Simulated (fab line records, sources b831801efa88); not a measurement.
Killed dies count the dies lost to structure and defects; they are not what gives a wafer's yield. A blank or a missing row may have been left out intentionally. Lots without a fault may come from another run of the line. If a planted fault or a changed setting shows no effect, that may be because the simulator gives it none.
Chamber matching / flow sky130 / 4 sister chambers for SKY_POLY_GATE_ETCH_17 on rieSi-02
The step etches poly-Si in HBr/Cl2, stops on SiO2, target depth 180 nm, time 70.5 s. 17 wafers are shown with their chamber, then 8 later ones without.

EACH WAFER AND ITS CHAMBER
wafer=L798.1; chamber=0; drypumpMotorCurrentA (A)=5.5; heBacksideLeakSccm (sccm)=2.37; oesProductAu (a.u.)=0.984
wafer=L798.2; chamber=3; drypumpMotorCurrentA (A)=6.0; heBacksideLeakSccm (sccm)=2.50; oesProductAu (a.u.)=0.983
wafer=L798.5; chamber=1; drypumpMotorCurrentA (A)=5.7; heBacksideLeakSccm (sccm)=3.02; oesProductAu (a.u.)=0.974
wafer=L802.1; chamber=0; drypumpMotorCurrentA (A)=5.6; heBacksideLeakSccm (sccm)=2.49; oesProductAu (a.u.)=0.980
wafer=L802.2; chamber=3; drypumpMotorCurrentA (A)=6.0; heBacksideLeakSccm (sccm)=2.45; oesProductAu (a.u.)=0.983
wafer=L802.5; chamber=3; drypumpMotorCurrentA (A)=6.0; heBacksideLeakSccm (sccm)=2.57; oesProductAu (a.u.)=0.980
wafer=L804.1; chamber=2; drypumpMotorCurrentA (A)=6.9; heBacksideLeakSccm (sccm)=2.96; oesProductAu (a.u.)=0.978
wafer=L804.2; chamber=1; drypumpMotorCurrentA (A)=5.7; heBacksideLeakSccm (sccm)=2.83; oesProductAu (a.u.)=0.983
wafer=L804.3; chamber=3; drypumpMotorCurrentA (A)=6.0; heBacksideLeakSccm (sccm)=2.47; oesProductAu (a.u.)=0.993
wafer=L806.1; chamber=3; drypumpMotorCurrentA (A)=6.0; heBacksideLeakSccm (sccm)=2.44; oesProductAu (a.u.)=0.998
wafer=L806.3; chamber=2; drypumpMotorCurrentA (A)=6.8; heBacksideLeakSccm (sccm)=2.94; oesProductAu (a.u.)=1.005
wafer=L807.1; chamber=0; drypumpMotorCurrentA (A)=5.5; heBacksideLeakSccm (sccm)=2.37; oesProductAu (a.u.)=0.996
wafer=L807.4; chamber=3; drypumpMotorCurrentA (A)=6.0; heBacksideLeakSccm (sccm)=2.51; oesProductAu (a.u.)=0.994
wafer=L815.2; chamber=3; drypumpMotorCurrentA (A)=6.0; heBacksideLeakSccm (sccm)=2.46; oesProductAu (a.u.)=0.987
wafer=L815.4; chamber=1; drypumpMotorCurrentA (A)=5.7; heBacksideLeakSccm (sccm)=2.95; oesProductAu (a.u.)=0.974
wafer=L815.5; chamber=3; drypumpMotorCurrentA (A)=6.0; heBacksideLeakSccm (sccm)=2.54; oesProductAu (a.u.)=0.982
wafer=L817.1; chamber=1; drypumpMotorCurrentA (A)=5.7; heBacksideLeakSccm (sccm)=3.11; oesProductAu (a.u.)=0.986

SIGNATURES, as means of the wafers listed above
reading=drypumpMotorCurrentA; chamber 0=5.533; chamber 1=5.700; chamber 2=6.850; chamber 3=6.000; scatter within a chamber=0.03
reading=heBacksideLeakSccm; chamber 0=2.4100; chamber 1=2.9775; chamber 2=2.9500; chamber 3=2.4925; scatter within a chamber=0.0715
reading=oesProductAu; chamber 0=0.98667; chamber 1=0.97925; chamber 2=0.99150; chamber 3=0.98750; scatter within a chamber=0.00845
Rule: a wafer's distance from a chamber is the root of the sum, over the readings, of the square of ((its reading less the chamber's mean) divided by the reading's scatter). The wafer belongs to the nearest chamber; if the next one is less than 2 further off, it can't be placed. The scatter: the root of (the sum of the squares of (reading less its chamber's mean) over the shown wafers, divided by (wafers less chambers)).

WAFERS MISSING THEIR CHAMBER
wafer=L817.3; drypumpMotorCurrentA (A)=6.8; heBacksideLeakSccm (sccm)=2.87; oesProductAu (a.u.)=0.996
wafer=L817.6; drypumpMotorCurrentA (A)=5.7; heBacksideLeakSccm (sccm)=2.84; oesProductAu (a.u.)=0.985
wafer=L819.1; drypumpMotorCurrentA (A)=5.7; heBacksideLeakSccm (sccm)=2.79; oesProductAu (a.u.)=0.986
wafer=L819.3; drypumpMotorCurrentA (A)=6.8; heBacksideLeakSccm (sccm)=2.87; oesProductAu (a.u.)=0.998
wafer=L819.6; drypumpMotorCurrentA (A)=5.8; heBacksideLeakSccm (sccm)=2.82; oesProductAu (a.u.)=0.977
wafer=L820.1; drypumpMotorCurrentA (A)=5.7; heBacksideLeakSccm (sccm)=2.90; oesProductAu (a.u.)=0.974
wafer=L820.2; drypumpMotorCurrentA (A)=6.9; heBacksideLeakSccm (sccm)=3.04; oesProductAu (a.u.)=0.987
wafer=L820.4; drypumpMotorCurrentA (A)=6.0; heBacksideLeakSccm (sccm)=2.58; oesProductAu (a.u.)=0.987

WHICH CHAMBER EACH ONE RAN IN
wafer=L817.3; from the rows above=2; in truth=2
wafer=L817.6; from the rows above=1; in truth=1
wafer=L819.1; from the rows above=1; in truth=1
wafer=L819.3; from the rows above=2; in truth=2
wafer=L819.6; from the rows above=1; in truth=1
wafer=L820.1; from the rows above=1; in truth=1
wafer=L820.2; from the rows above=2; in truth=2
wafer=L820.4; from the rows above=3; in truth=3
Correct placement for 8 of the 8. Number that these rows cannot place: 0. 0 placed wrongly.
